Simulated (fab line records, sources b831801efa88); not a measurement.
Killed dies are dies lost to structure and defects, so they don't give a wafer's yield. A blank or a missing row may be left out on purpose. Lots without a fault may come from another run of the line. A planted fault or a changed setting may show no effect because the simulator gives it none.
fab line records | flow sky130
record lots=12 wafers=36 last_day=50
route steps=708 shown LOCAL_INTERCONNECT@387 CONTACT@425 METAL1@437 PAD_OPEN@708
lots that met no fault: from a run of the same line without faults
start_h: hours from the record's first day to the start of the lot's first wafer shown | wait_h: hours since the lot's step before | " the same as in the row above | L1.1+2: a row that stands for several wafers | - no value, or no start given | * or withheld: withheld | < > ~ a bound
route shown NAME@n: a module of which the file shows steps, and the number in the route of the first | usual: mean/standard deviation of fault-free wafers | same: alike in all rows | chamber/n: place in a boat | sites: the reading at each site | _std_site: their standard deviation | _edge_site: outer sites' mean less inner sites' | radius_mm: how far each site lies from the wafer's centre | mask NAME#n: copy n | behind: the tool/chamber that last shaped the wafer | hold: why the lot was held/for how many hours/how that ended | device: the transistor (n, p or np) that didn't switch | end of line: the same wafers' tests at the end of the route | a step without rows: its recipe alone | killed: dies lost to structure and defects at the first sort, not the wafer's yield | map: a wafer's dies, x killed, . not, _ none there
set.NAME: the setting as run; set.NAME@STEP: as run at that earlier step | model.NAME: the simulator's own value behind a step, which no gauge read
steps of the route over a sample of lots; a table a step, a row a wafer
services: from which hour (start_h, from the record's first day; less than 0 if before it) a tool's chamber was out of use, for how many hours, and why
## steps
# step SKY_LOCAL_INTERCONNECT_SPUTTER_00
# recipe material=TiN target_thk_nm=100 temp_c=300 power_w=6500 time_s=83.3 chamber_pressure_pa=0.4
# usual throttle_valve_pct=29.8/0.8
# columns lot.wafer tool chamber start_h wait_h throttle_valve_pct
L897.1 pvd_sputter-01 - 687.99 0.1 30.3
L897.5 " - " " 30.1
L897.6 " - " " 29.4
L899.1 pvd_sputter-04 - 705.92 0.2 31.0
L899.3 " - " " 29.4
L899.5 " - " " 29.8
L902.2 pvd_sputter-04 - 730.22 0.1 29.6
L902.4 " - " " 29.6
L902.6 " - " " 30.7
L905.2 pvd_sputter-01 - 757.15 0.2 30.4
L905.4 " - " " 30.6
L905.5 " - " " 30.1
L907.2 pvd_sputter-03 - 777.07 0.1 31.2
L907.3 " - " " 31.2
L907.6 " - " " 31.0
L908.2 pvd_sputter-01 - 779.44 0.1 30.5
L908.3 " - " " 29.2
L908.4 " - " " 30.1
L909.1 pvd_sputter-01 - 782.41 0.2 29.2
L909.4 " - " " 30.7
L909.5 " - " " 30.5
L910.3 pvd_sputter-04 - 799.07 0.2 29.7
L910.4 " - " " 30.8
L910.5 " - " " 29.6
L914.1 pvd_sputter-04 - 839.91 0.2 28.9
L914.2 " - " " 29.6
L914.5 " - " " 28.6
L916.1 pvd_sputter-04 - 846.71 0.2 29.6
L916.2 " - " " 28.9
L916.4 " - " " 29.5
L917.4 pvd_sputter-04 - 850.66 0.1 29.7
L917.5 " - " " 29.9
L917.6 " - " " 28.9
L918.2 pvd_sputter-04 - 853.56 0.1 30.9
L918.3 " - " " 29.5
L918.5 " - " " 29.3
# step SKY_CONTACT_STRIP_19
# recipe chemistry=O2/N2 power_w=1400 pressure_mtorr=1500 platen_temp_c=withheld o2_flow_sccm=3000 n2_flow_sccm=300 overash_fraction=0.5
# usual chamber_pressure_mTorr=1500.1/1.3 drypump_motor_current_A=5.71/0.27 n2_flow_sccm=300.0/0.95 oes_product_au=0.380/0.0048 strip_time_to_endpoint_s=3.61/0.03
# columns lot.wafer tool chamber start_h wait_h chamber_pressure_mTorr drypump_motor_current_A n2_flow_sccm oes_product_au rf_hours_counter_h strip_time_to_endpoint_s
L897.1 plasma_asher-03 0 747.05 - 1501.2 5.52 300.6 0.378 95 3.64
L897.5 " 1 " " 1501.4 5.91 299.3 0.379 - 3.65
L897.6 " 0 " " 1499.1 5.52 300.2 0.374 - 3.57
L899.1 plasma_asher-02 0 764.55 - 1499.3 5.62 300.6 0.384 2 3.62
L899.3 " 1 " " 1499.6 5.98 299.4 0.380 - 3.63
L899.5 " 1 " " 1500.7 5.98 299.8 0.380 - 3.61
L902.2 plasma_asher-03 1 787.80 - 1499.2 5.91 300.7 0.375 99 3.62
L902.4 " 0 " " 1500.7 5.53 301.0 0.377 - 3.60
L902.6 " 1 " " 1500.6 5.95 301.1 0.378 - 3.62
L905.2 plasma_asher-04 0 814.62 - 1499.4 5.25 299.8 0.379 38 3.62
L905.4 " 1 " " 1499.9 5.97 300.0 0.388 - 3.64
L905.5 " 1 " " 1501.2 6.00 300.4 0.379 - 3.61
L907.2 plasma_asher-04 0 834.67 - - - - - - -
L907.3 " 0 " " - - - - - -
L907.6 " 1 " " - - - - - -
L908.2 plasma_asher-02 0 837.10 - - - - - - -
L908.3 " 1 " " - - - - - -
L908.4 " 0 " " - - - - - -
L909.1 plasma_asher-02 0 839.60 - - - - - - -
L909.4 " 0 " " - - - - - -
L909.5 " 1 " " - - - - - -
L910.3 plasma_asher-02 0 856.21 - 1500.7 5.64 300.0 0.384 - 3.63
L910.4 " 1 " " 1499.5 5.99 300.3 0.385 - 3.63
L910.5 " 0 " " 1499.6 5.62 299.4 0.387 - 3.63
L914.1 plasma_asher-03 0 893.70 - 1498.0 5.50 299.7 0.377 110 3.63
L914.2 " 1 " " 1501.0 5.88 300.3 0.391 110 3.63
L914.5 " 1 " " 1502.6 5.93 299.4 0.383 - 3.61
L916.1 plasma_asher-03 0 900.02 - 1501.3 5.52 298.6 0.370 111 3.58
L916.2 " 1 " " 1498.5 5.97 299.1 0.373 111 3.62
L916.4 " 1 " " 1499.1 5.95 300.0 0.379 - 3.57
L917.4 plasma_asher-04 1 903.99 - 1500.0 6.05 299.8 0.376 - 3.59
L917.5 " 1 " " 1499.5 6.01 300.0 0.385 - 3.59
L917.6 " 0 " " 1501.5 5.26 299.9 0.379 - 3.63
L918.2 plasma_asher-03 1 907.45 - 1501.0 5.91 300.1 0.386 112 3.66
L918.3 " 1 " " 1500.3 5.90 300.1 0.383 - 3.57
L918.5 " 1 " " 1500.4 5.91 300.2 0.385 - 3.63
# step SKY_CONTACT_CMP_27
# recipe stop_on=SiO2 t_overpolish_s=15 down_force_psi=3.5 platen_rpm=60 target_thk_nm=0 pad_velocity_m_s=0.94248
# usual head_pressure_psi=3.502/0.0073 motor_current_A=11.0/1.5 overpolish_run_s=15.001/0.0089 slurry_flow_ml_min=150.0/0.43 time_to_endpoint_s=80/3.2
# columns lot.wafer tool chamber start_h wait_h head_pressure_psi motor_current_A overpolish_run_s slurry_flow_ml_min time_to_endpoint_s
L897.1 cmp-01 1 748.15 0.2 3.498 12.6 15.007 149.3 77
L897.5 " 2 " " 3.503 12.6 15.009 148.6 81
L897.6 " 3 " " 3.511 10.1 14.999 150.0 76
L899.3 cmp-01 0 765.54 0.1 3.502 9.0 14.993 150.1 79
L899.1 " 1 " " 3.494 12.5 15.014 149.4 75
L899.5 " 0 " " 3.498 9.5 14.999 149.5 81
L902.2 cmp-02 2 788.80 0.1 3.496 12.9 15.001 150.1 83
L902.4 " 0 " " 3.497 9.5 14.983 150.1 83
L902.6 " 1 " " 3.513 11.2 14.982 149.9 78
L905.2 cmp-02 1 815.62 0.1 3.507 10.6 14.992 150.3 78
L905.4 " 2 " " 3.503 13.5 15.005 151.1 84
L905.5 " 0 " " 3.499 9.5 15.002 150.5 87
L907.3 cmp-01 0 835.62 0.0 3.498 9.2 14.995 150.3 81
L907.2 " 2 " " 3.500 13.0 14.997 149.2 83
L907.6 " 0 " " 3.500 9.3 15.001 150.0 83
L908.2 cmp-02 0 838.16 0.0 3.494 9.5 15.014 150.2 81
L908.3 " 1 " " 3.494 10.8 15.014 149.7 77
L908.4 " 3 " " 3.510 10.0 15.002 149.8 77
L909.4 cmp-02 0 840.59 0.1 3.504 9.6 15.002 150.2 83
L909.1 " 2 " " 3.504 13.1 15.005 149.1 80
L909.5 " 0 " " 3.489 9.6 14.990 150.4 85
L910.3 cmp-02 1 857.61 0.0 3.505 11.4 15.000 150.3 76
L910.4 " 0 " " 3.497 10.1 15.000 150.0 81
L910.5 " 1 " " 3.502 10.5 15.007 149.8 73
L914.1 cmp-02 1 894.77 0.1 3.501 11.4 14.990 149.5 76
L914.2 " 0 " " 3.497 9.5 15.000 150.6 85
L914.5 " 2 " " 3.517 13.0 15.001 150.2 84
L916.4 cmp-02 1 901.02 0.1 3.499 10.9 14.993 150.6 78
L916.2 " 2 " " 3.495 13.5 14.979 150.2 80
L916.1 " 3 " " 3.508 10.0 15.009 149.5 80
L917.4 cmp-02 0 905.05 0.2 3.506 9.4 15.001 149.7 85
L917.5 " 1 " " 3.504 11.3 14.991 150.2 78
L917.6 " 2 " " 3.498 13.6 15.004 149.1 82
L918.2 cmp-01 2 908.51 0.0 3.505 12.5 14.990 150.2 83
L918.3 " 0 " " 3.506 9.1 14.991 150.8 81
L918.5 " 3 " " 3.505 10.1 15.001 151.1 79
# step SKY_METAL1_SPUTTER_03
# recipe material=Ti target_thk_nm=5 power_w=3000 time_s=3.3 chamber_pressure_pa=0.4
# usual throttle_valve_pct=29.5/0.83
# columns lot.wafer tool chamber start_h wait_h throttle_valve_pct
L897.1 pvd_sputter-04 - 748.37 0.0 30.8
L897.5 " - " " 31.0
L897.6 " - " " 29.3
L899.1 pvd_sputter-01 - 765.87 0.0 29.1
L899.3 " - " " 30.4
L899.5 " - " " 28.7
L902.2 pvd_sputter-01 - 789.12 0.0 29.9
L902.4 " - " " 30.4
L902.6 " - " " 30.0
L905.2 pvd_sputter-02 - 815.94 0.0 28.1
L905.4 " - " " 30.3
L905.5 " - " " 29.1
L910.3 pvd_sputter-02 - 857.98 0.0 29.8
L910.4 " - " " 30.1
L910.5 " - " " 28.2
L914.1 pvd_sputter-01 - 895.14 0.0 28.7
L914.2 " - " " 30.9
L914.5 " - " " 30.2
L916.1 pvd_sputter-04 - 901.34 0.0 29.9
L916.2 " - " " 30.8
L916.4 " - " " 29.4
L917.4 pvd_sputter-01 - 905.27 0.0 28.9
L917.5 " - " " 30.7
L917.6 " - " " 28.6
L918.2 pvd_sputter-02 - 908.88 0.0 30.3
L918.3 " - " " 29.4
L918.5 " - " " 30.3
# step SKY_PAD_OPEN_PROBE_99
# usual killed_at_M0_to_M3=42/6.6 killed_at_M4_up=3.1/1.9 killed_at_contacts=25/5.7 killed_at_front_end=16/5 killed_at_other=0.2/0.38 killed_dies=86/9.6 killed_on_rim=16/4 killed_open=47/7.2 killed_short=39/6.2
# same gross_dies=492 killed_at_back_side=0
# columns lot.wafer tool chamber start_h wait_h killed_at_M0_to_M3 killed_at_M4_up killed_at_contacts killed_at_front_end killed_at_other killed_dies killed_on_rim killed_open killed_short
L902.2 prober-02 - 1118.91 0.1 37 3 33 25 0 98 16 45 53
L902.4 prober-02 - 1119.01 0.2 53 2 29 15 1 100 20 63 37
L902.6 prober-02 - 1119.11 0.2 39 5 28 35 1 108 25 56 52
L907.2 prober-01 - 1149.18 0.1 43 6 428 14 1 492 96 49 40
L907.3 prober-01 - 1149.23 0.2 48 0 425 18 1 492 96 38 45
L907.6 prober-01 - 1149.38 0.2 47 4 422 19 0 492 96 43 48
L908.2 prober-02 - 1152.74 0.1 35 6 431 20 0 492 96 50 47
L908.3 prober-02 - 1152.79 0.2 34 3 439 16 0 492 96 40 41
L908.4 prober-02 - 1152.84 0.2 52 4 423 13 0 492 96 51 46
L909.1 prober-01 - 1154.19 0.1 37 3 436 15 1 492 96 50 45
L909.4 prober-01 - 1154.34 0.2 36 0 440 16 0 492 96 53 35
L909.5 prober-01 - 1154.39 0.2 46 3 430 13 0 492 96 50 37
L910.3 prober-02 - 1166.64 0.2 45 3 34 16 0 98 20 52 46
L910.4 prober-02 - 1166.69 0.2 39 2 31 16 0 88 18 50 38
L910.5 prober-02 - 1166.74 0.2 52 5 27 13 1 98 17 61 37
# killed by level:class
L902.2 CONTACT:geometric_particle:open=10 CONTACT:geometric_particle:short=9 FIELD_ISO:geometric_particle:short=8 LI_CONTACT:geometric_particle:open=8 VIA1:geometric_particle:short=6 FIELD_ISO:geometric_particle:open=5 POLY_GATE:geometric_particle:short=5 VIA1:geometric_particle:open=5
L902.4 CONTACT:geometric_particle:open=14 VIA1:geometric_particle:open=11 VIA2:geometric_particle:open=8 VIA1:geometric_particle:short=8 VIA3:geometric_particle:open=7 FIELD_ISO:geometric_particle:open=6 METAL2:geometric_particle:short=6 POLY_GATE:geometric_particle:open=5
L902.6 CONTACT:geometric_particle:open=13 FIELD_ISO:geometric_particle:open=9 FIELD_ISO:geometric_particle:short=9 POLY_GATE:geometric_particle:open=9 METAL2:geometric_particle:short=8 VIA2:geometric_particle:open=6 POLY_GATE:geometric_particle:short=5 METAL1:geometric_particle:short=5
L907.2 CONTACT:area_sputter=403 LI_CONTACT:geometric_particle:open=12 VIA1:geometric_particle:open=10 METAL2:geometric_particle:short=8 CONTACT:geometric_particle:open=6 METAL1:geometric_particle:short=6 POLY_GATE:geometric_particle:open=5 LOCAL_INTERCONNECT:geometric_particle:short=5
L907.3 CONTACT:area_sputter=409 METAL1:geometric_particle:short=11 VIA1:geometric_particle:open=10 FIELD_ISO:geometric_particle:short=7 METAL2:geometric_particle:short=7 CONTACT:geometric_particle:short=6 VIA3:geometric_particle:open=6 FIELD_ISO:geometric_particle:open=4
L907.6 CONTACT:area_sputter=401 VIA1:geometric_particle:open=10 METAL1:geometric_particle:short=8 LI_CONTACT:geometric_particle:open=6 VIA2:geometric_particle:open=6 FIELD_ISO:geometric_particle:short=5 POLY_GATE:geometric_particle:short=5 CONTACT:geometric_particle:open=5
L908.2 CONTACT:area_sputter=395 CONTACT:geometric_particle:open=13 VIA1:geometric_particle:open=8 CONTACT:geometric_particle:short=7 LI_CONTACT:geometric_particle:open=7 METAL2:geometric_particle:short=6 SONOS_ONO:geometric_particle:open=5 POLY_GATE:geometric_particle:short=5
L908.3 CONTACT:area_sputter=411 CONTACT:geometric_particle:short=10 METAL2:geometric_particle:short=10 CONTACT:geometric_particle:open=8 LI_CONTACT:geometric_particle:open=7 VIA1:geometric_particle:open=5 POLY_GATE:geometric_particle:short=4 VIA1:geometric_particle:short=4
L908.4 CONTACT:area_sputter=395 VIA1:geometric_particle:open=16 LI_CONTACT:geometric_particle:open=8 LOCAL_INTERCONNECT:geometric_particle:short=7 METAL2:geometric_particle:short=7 VIA2:geometric_particle:open=7 VIA3:geometric_particle:open=6 VIA2:geometric_particle:short=5
L909.1 CONTACT:area_sputter=397 LI_CONTACT:geometric_particle:open=13 CONTACT:geometric_particle:open=10 VIA1:geometric_particle:open=8 CONTACT:geometric_particle:short=7 VIA2:geometric_particle:open=7 POLY_GATE:geometric_particle:short=6 VIA1:geometric_particle:short=6
L909.4 CONTACT:area_sputter=404 CONTACT:geometric_particle:open=17 VIA1:geometric_particle:open=8 LOCAL_INTERCONNECT:geometric_particle:short=7 FIELD_ISO:geometric_particle:open=5 FIELD_ISO:geometric_particle:short=5 VIA2:geometric_particle:open=5 LOCAL_INTERCONNECT:geometric_particle:open=4
L909.5 CONTACT:area_sputter=405 VIA1:geometric_particle:open=13 VIA2:geometric_particle:open=8 CONTACT:geometric_particle:open=7 VIA3:geometric_particle:open=7 LOCAL_INTERCONNECT:geometric_particle:short=6 METAL1:geometric_particle:short=6 METAL2:geometric_particle:short=5
L910.3 LI_CONTACT:geometric_particle:open=11 CONTACT:geometric_particle:short=9 CONTACT:geometric_particle:open=8 VIA1:geometric_particle:open=8 VIA3:geometric_particle:open=7 METAL1:geometric_particle:short=6 POLY_GATE:geometric_particle:open=5 VIA1:geometric_particle:short=5
L910.4 CONTACT:geometric_particle:open=12 LI_CONTACT:geometric_particle:open=10 VIA2:geometric_particle:open=8 METAL1:geometric_particle:short=7 POLY_GATE:geometric_particle:short=5 METAL2:geometric_particle:short=5 FIELD_ISO:geometric_particle:short=4 LOCAL_INTERCONNECT:geometric_particle:short=4
L910.5 VIA1:geometric_particle:open=13 CONTACT:geometric_particle:open=12 VIA2:geometric_particle:open=10 LI_CONTACT:geometric_particle:open=7 METAL2:geometric_particle:short=6 POLY_GATE:geometric_particle:open=5 LOCAL_INTERCONNECT:geometric_particle:short=5 METAL1:geometric_particle:short=4
## services
# columns tool chamber start_h hours kind
pvd_sputter-04 - 675.88 4.5 repair
plasma_asher-04 - 679.80 14.6 pm
pvd_sputter-01 - 686.95 0.5 repair
cmp-01 - 707.66 2.5 repair
cmp-02 - 711.00 5.0 repair
cmp-02 - 720.97 1.5 repair
plasma_asher-03 - 728.32 3.5 repair
plasma_asher-02 - 733.75 9.0 pm
cmp-02 - 744.86 4.0 pm
cmp-01 - 760.72 2.7 pm
pvd_sputter-02 - 770.07 2.0 repair
plasma_asher-02 - 772.40 2.8 repair
cmp-01 - 772.44 0.5 repair
plasma_asher-04 - 778.07 1.8 repair
pvd_sputter-04 - 780.42 2.2 repair
plasma_asher-03 - 789.14 1.6 repair
pvd_sputter-01 - 791.37 15.1 repair
pvd_sputter-01 - 795.19 0.5 repair
cmp-01 - 799.99 0.9 repair
pvd_sputter-04 - 814.06 4.8 repair
plasma_asher-04 - 849.97 2.8 pm
cmp-02 - 887.97 0.3 repair
pvd_sputter-04 - 888.09 2.7 repair
pvd_sputter-02 - 898.85 0.9 repair
## key
first_sign step=SKY_CONTACT_STRIP_19 reading=tool_record direction=missing
effect step=SKY_PAD_OPEN_PROBE_99 reading=killed_at_contacts direction=up sigmas=71 usual=25 struck=430
more_kills_born_at SKY_CONTACT_SPUTTER_23@pvd_sputter-04=2414 SKY_CONTACT_SPUTTER_23@pvd_sputter-02=1206
met_at SKY_CONTACT_STRIP_19
struck_lots L907,L908,L909
later_rows_left_out L907.2,L907.3,L907.6,L908.2,L908.3,L908.4,L909.1,L909.4,L909.5
tester_left_out L907,L908,L909
not_acting_at SKY_LOCAL_INTERCONNECT_SPUTTER_00,SKY_CONTACT_CMP_27,SKY_METAL1_SPUTTER_03
onset_between 814.62 834.67
fault kind=skipped_step_whole tool=plasma_asher-02,plasma_asher-04 chamber=- onset_h=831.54 steps=SKY_CONTACT_STRIP_19 scope=struck_lots_only
# tester_left_out: of these lots the tester's yield and bins aren't shown, on N5 and GAA mostly nor the transistor test; their killed dies are dies lost to structure and defects alone, not to doping, threshold or leakage, so they don't give the yield
# later_rows_left_out: the simulator's readings of these wafers behind a module that went badly wrong aren't trusted and aren't shown, but for the sort
